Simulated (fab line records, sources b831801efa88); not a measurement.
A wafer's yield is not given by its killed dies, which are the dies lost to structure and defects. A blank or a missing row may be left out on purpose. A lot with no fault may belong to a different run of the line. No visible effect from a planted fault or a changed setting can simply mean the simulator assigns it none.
Problem report, 8D (eight disciplines) form, completed by code | flow gf180mcu | the parts of the form that need people (team, actions taken, sign-off) are left out

## 1. THE PROBLEM
V1_OVL at GF_V1_OVL_MEAS_15 reads a mean of 42 nm on 6 wafers of 2 lots; wafers without a fault read 3 nm with a standard deviation of 5.1. Measured from the usual mean, that is +7.6 standard deviations.
Seen first at day 23 05:44 on overlay-02, wafer L425.2. At this step, 36 wafers from 12 lots have a number in the record. Rule for "out" (also "out of limits"): further than 4 standard deviations from the usual mean. All remaining wafers that have a number are taken as sound.

## 2. WHAT IT IS AND WHAT IT IS NOT
question                    | is                     | is not
which readings at this step | V1_OVL                 | -
which lots                  | L424, L425             | L411, L412, L413, L414, L415, L416, L417, L426, L429, L430
which wafers of those lots  | all that have a number | -
read on which gauges        | overlay-01, overlay-02 | -
when                        | from day 23 05:44      | up to then (21 sound wafers); but 9 sound wafers of L426, L429, L430 came after

## 3. SUSPECTS, AND WHAT RULES EACH OUT
Counting: a tool stays on the suspect list if, at a process step up to the reading, it processed all lots that are out and no sound lot following the first of them.
- ruled out: the gauge at GF_V1_OVL_MEAS_15. Those wafers that are out were read across 2 gauges (overlay-01, overlay-02).
- krfScanner-01 at GF_V1_EXPOSE_11 (exposes mask Via1, target cd 260 nm): kept. All lots that are out passed through it, beginning with L425 at day 22 19:12, and no sound lot followed; its final sound lot before that point was L417 at day 20 05:59.
After counting, what remains is krfScanner-01 at GF_V1_EXPOSE_11.

## 4. THE CAUSE (what the simulator had put in)
Scanner matching overlay: krfScanner-01, from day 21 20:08 on, at GF_V1_EXPOSE_11. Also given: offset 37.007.
This tool alone remained once counting was done.

## 5. THE EFFECT CHAIN, in route order
Rows list readings where the struck wafers' mean (over those with a number) sits beyond 3 standard deviations from the usual. Readings are gone through only where the record gives a usual standard deviation; hours: the median, over the lots, of the time from a lot's start at the first step in this table giving one to that lot's start at this step; sigmas: the change measured in usual standard deviations.
hours | step              | reading | usual | on struck wafers | change | sigmas
0     | GF_V1_OVL_MEAS_15 | V1_OVL  | 3 nm  | 42               | +39    | +7.6

## 6. HOW IT WOULD HAVE BEEN CAUGHT EARLIER
Counted from the fault's start at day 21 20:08, it took 34 hours until the first out-of-limits reading at a measuring or inspecting step in this record, taken at day 23 05:44.
No tool reading at GF_V1_EXPOSE_11 that has a usual standard deviation in the record was out on any struck wafer, so an alarm limit of 4 standard deviations on those readings would not have fired.
Lots out: 2; all had begun GF_V1_EXPOSE_11 on krfScanner-01 by day 23 05:44. None of them would have been spared by holding the tool at that moment.
